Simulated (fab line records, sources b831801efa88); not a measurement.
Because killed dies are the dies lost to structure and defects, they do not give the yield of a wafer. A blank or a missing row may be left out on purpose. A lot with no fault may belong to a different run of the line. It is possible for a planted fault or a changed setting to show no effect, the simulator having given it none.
A lot that was struck, set against a sound lot | flow sky130 | 14 steps out of a route of 708
Sound: the wafers L421.3, L421.5, L421.6. The struck wafers were L429.1, L429.2, L429.4. Last of all comes the cause.
At each step with rows: each side's tool, then ch and its chambers, then its first start. Under that, the readings that differ: sound wafers | struck wafers | difference of the means | sigmas: that difference in standard deviations of wafers without a fault.
alike: words and numbers the same on both sides, and readings whose means are apart by under 2 such deviations; not compared: readings that were withheld, readings missing a value for some wafer, numbers with overlapping values and no deviation given by the record, and bounds like >300 which may hide the same value.
The two part at a step that has a row with sigmas, a row that says differs or no value, or rows on one side only. Numbers that have no deviation but don't overlap get no sigmas and don't part them. Lack of a reading on every wafer of one side parts them only where that side has two or more wafers.

first, 1 step without rows for these wafers: SKY_CAP2M_DEVELOP_11 (develop time 58.01 s).
SKY_CAP2M_OVL_MEAS_12:
  sound on overlay-02 at day 44 13:09; struck on overlay-01 at day 46 11:23
  alike: CAP2M_OVL
SKY_CAP2M_METAL_ETCH_13: etches TiN in Cl2/BCl3, stops on SiO2, target depth 220 nm, time 62.9 s.
  sound on rie metal-01 ch 0,1, day 44 13:12; struck on rie metal-02 ch 0,1, day 46 11:26
  alike: bcl3 flow sccm, drypump motor current A, oes product au, rf fwd power W, throttle valve pct
  not compared: rf hours counter h
SKY_CAP2M_STRIP_14: strips in O2/N2.
  sound on plasma asher-03 ch 0,1, day 44 13:17; struck on plasma asher-04 ch 0,1, day 46 11:30
  alike: drypump motor current A, oes product au, strip time to endpoint s
  not compared: rf hours counter h
then, 8 steps without rows for these wafers: SKY_CAP2M_STRIP_15 (strips in post etch residue remover, time 1200 s); SKY_CAP2M_CLEAN_16 (cleans in IPA, time 180 s); SKY_CAP2M_CLEAN_17 (cleans in O3/DIW); SKY_METAL4_DEHYDRATE_05 (time 60 s); SKY_METAL4_HMDS_06 (prime time 60 s); SKY_METAL4_COAT_07 (resist thk 60 nm); SKY_METAL4_COAT_08 (resist thk 1140 nm); SKY_METAL4_SOFTBAKE_09 (time 90 s).
SKY_METAL4_EXPOSE_10: exposes mask MM4, target cd 300 nm.
  sound on krf scanner-01 ch 0, day 45 01:58; struck on krf scanner-02, day 46 22:23
  no value came back on the struck wafers for exposure dose mJ cm2, focus offset nm (nm); on the sound wafers exposure dose mJ cm2 reads 28.003 27.980 27.989
  alike: mask
following that, these wafers have no rows for 1 step: SKY_METAL4_PEB_11.

WHERE THEY PART
Only at SKY_METAL4_EXPOSE_10, as far as this record shows.

WHY: what had been put in by the simulator
Step skipped in full: krf scanner-02, at SKY_METAL4_EXPOSE_10, from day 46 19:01 onward. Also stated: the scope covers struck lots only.
